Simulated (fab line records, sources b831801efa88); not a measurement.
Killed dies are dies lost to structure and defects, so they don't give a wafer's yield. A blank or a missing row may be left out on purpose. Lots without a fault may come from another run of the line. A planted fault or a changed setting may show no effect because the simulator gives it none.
Which tool did it? | flow sky130 | 12 lots, 36 wafers sampled, at 2 steps of a route of 708

WHAT THE GAUGES READ, wafer by wafer
SKY_NWELL_OVL_MEAS_10. Usual: NWELL_00_OVL -0.7 nm, standard deviation 1.5.
lot  | measured     | on         | NWELL_00_OVL (nm)    | flag
L469 | day 4 09:00  | overlay-02 | 0.1 -0.5 0.8         |
L470 | day 4 16:31  | overlay-01 | -1.8 -1.1 -0.7       |
L472 | day 5 01:52  | overlay-02 | -2.4 0.2 -0.2        |
L475 | day 5 19:46  | overlay-02 | -116.0 -113.0 -113.8 | OFF
L476 | day 6 01:34  | overlay-02 | -1.2 -2.5 -1.1       |
L478 | day 6 10:53  | overlay-01 | -111.7 -112.4 -112.8 | OFF
L479 | day 6 19:13  | overlay-01 | -112.1 -112.9 -113.6 | OFF
L480 | day 7 03:33  | overlay-01 | -1.6 -0.8 -0.1       |
L481 | day 7 07:47  | overlay-02 | -111.2 -110.9 -111.8 | OFF
L486 | day 8 13:13  | overlay-01 | -2.5 -4.4 -1.5       |
L490 | day 9 16:17  | overlay-01 | 2.4 2.1 2.9          |
L492 | day 10 03:52 | overlay-01 | -3.3 -3.7 -3.9       |

WHICH TOOL RAN EACH LOT (tool, then ch and the chambers of the sampled wafers, then the start)
lot  | SKY_NWELL_EXPOSE_07
L469 | iline_stepper-02 ch 0, day 4 00:47
L470 | iline_stepper-01 ch 0, day 4 08:33
L472 | iline_stepper-02 ch 0, day 4 17:18
L475 | iline_stepper-02 ch 0, day 5 10:32
L476 | iline_stepper-01 ch 0, day 5 17:44
L478 | iline_stepper-02 ch 0, day 6 02:34
L479 | iline_stepper-02 ch 0, day 6 09:53
L480 | iline_stepper-01 ch 0, day 6 18:28
L481 | iline_stepper-02 ch 0, day 6 22:22
L486 | iline_stepper-01 ch 0, day 8 02:42
L490 | iline_stepper-01 ch 0, day 9 05:19
L492 | iline_stepper-01 ch 0, day 9 17:02
- SKY_NWELL_EXPOSE_07: exposes mask NWM, target cd 840 nm.

WHAT THE TOOLS THEMSELVES READ (means of the sampled wafers that have a number; where no wafer has one, the mark that the record gives instead)
SKY_NWELL_EXPOSE_07. Usual: reticle_temp_C 22.99 C, standard deviation 0.11.
lot  | tool             | reticle_temp_C (C) | flag
L469 | iline_stepper-02 | 23.01              |
L470 | iline_stepper-01 | 22.83              |
L472 | iline_stepper-02 | 22.86              |
L475 | iline_stepper-02 | 23.04              |
L476 | iline_stepper-01 | 22.91              |
L478 | iline_stepper-02 | 22.99              |
L479 | iline_stepper-02 | 22.94              |
L480 | iline_stepper-01 | 22.99              |
L481 | iline_stepper-02 | 22.95              |
L486 | iline_stepper-01 | 22.98              |
L490 | iline_stepper-01 | 23.09              |
L492 | iline_stepper-01 | 23.14              |

THE ANSWER, worked out from the rows above alone
Rule: a lot is off if the mean of its wafers that have a number lies more than 3 standard deviations from the usual mean. A lot without any number at a reading at which 4 lots or more have one is off too. The other lots that the step has rows for count as sound. The gauges are gone through in route order, then the tools' own readings, and for those a lot's mean is taken as printed above. The first step at which some lot is off is used, and at that step the reading that is off furthest; a lot without a number counts as furthest.
Off: L475, L478, L479, L481, at SKY_NWELL_OVL_MEAS_10 (NWELL_00_OVL).
A tool fits if, at a process step before that reading, it ran every lot that is off, and no sound lot after the first of them. The gauges at SKY_NWELL_OVL_MEAS_10 are tried like those tools. One fits: iline_stepper-02 at SKY_NWELL_EXPOSE_07. Its last sound lot is L472 (day 4 17:18), its first lot that is off L475 (day 5 10:32): a fault that began between those two fits.

WHAT THE SIMULATOR HAD PUT IN
Scanner matching overlay: iline_stepper-02, from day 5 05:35 on, at SKY_NWELL_EXPOSE_07. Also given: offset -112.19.
Lots struck among those shown: L475, L478, L479, L481. The rule above found the same.
